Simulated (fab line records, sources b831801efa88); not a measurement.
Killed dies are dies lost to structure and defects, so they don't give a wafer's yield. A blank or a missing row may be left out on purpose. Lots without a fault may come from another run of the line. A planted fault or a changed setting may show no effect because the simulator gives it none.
One fault seen from 2 desks | flow gf180mcu | each desk has only its own numbers; what lay behind them comes last

THE METROLOGY DESK
What the gauges read, lot by lot, whatever tool the lot ran on: means of the sampled wafers that have a number. A lot is out of limits, marked OUT, if its mean lies more than 4 standard deviations from the usual mean; the brackets give that distance.
Columns: A = cd_nm at GF_M1_CD_MEAS_14, usual 230.0 nm; B = V2_CVD_00_THK at GF_V2_THK_MEAS_01, usual 605 nm; C = V2_CVD_02_THK at GF_V2_THK_MEAS_03, usual 850 nm
lot  | first seen here | A     | B   | C
L630 | day 17 09:07    | 231.3 | 606 | 868
L631 | day 17 19:43    | 229.6 | 598 | 849
L632 | day 17 21:44    | 229.8 | 600 | 851
L635 | day 19 09:16    | 230.7 | 594 | 855
L639 | day 20 21:12    | 229.0 | 612 | 807
L641 | day 21 13:14    | 230.1 | 600 | 807
L644 | day 23 00:22    | 231.3 | 601 | 855
L646 | day 23 20:54    | 229.3 | 597 | 861
L647 | day 23 21:31    | 230.5 | 614 | 846
L649 | day 24 08:40    | 227.5 | 606 | 846
L650 | day 24 15:39    | 230.4 | 602 | 846
L651 | day 25 02:37    | 229.7 | 612 | 848
L652 | day 25 06:05    | 230.3 | 606 | 856
This desk's finding: nothing out of limits on any of the 13 lots.

THE TOOL OWNER'S DESK: pecvd-01
The tool's own readings at GF_V2_CVD_02 (deposits SiO2 from TEOS, target thk 850 nm, time 94.851 s): means of the sampled wafers that have a number, for each lot that ran on this tool. A lot is out of limits, marked OUT, if its mean lies more than 4 standard deviations from the usual mean; the brackets give that distance.
Columns: A = heater_power_outer_w at GF_V2_CVD_02, usual 397 W; B = heater_power_w at GF_V2_CVD_02, usual 690 W; C = rf_fwd_power_W at GF_V2_CVD_02, usual 596.7 W
lot  | first seen here | A   | B   | C
L635 | day 21 13:14    | 391 | 666 | 594.5
L639 | day 22 23:34    | 410 | 704 | 500.2 (-54) OUT
L641 | day 23 15:34    | 439 | 744 | 499.8 (-54) OUT
L646 | day 25 20:23    | 326 | 575 | 598.1
This desk's finding: out of limits on L639, L641; first on L639, day 22 23:34 (rf_fwd_power_W at GF_V2_CVD_02). In limits: L635, L646.

PUT TOGETHER
The tool owner's desk could have raised an alarm at day 22 23:34, on L639, L641.
The metrology desk saw nothing out of limits.
The metrology desk has L639, L641 on record, within its limits.
Of the lots named, all ran GF_V2_CVD_02 on pecvd-01.

WHAT THE SIMULATOR HAD PUT IN
Process parameter drift: pecvd-01, from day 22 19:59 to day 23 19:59, at GF_V2_CVD_02. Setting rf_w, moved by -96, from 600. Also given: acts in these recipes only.
Lots struck among those shown: L639, L641.
Hours from the fault's start to each desk's first reading out of limits: the tool owner's desk, 4.
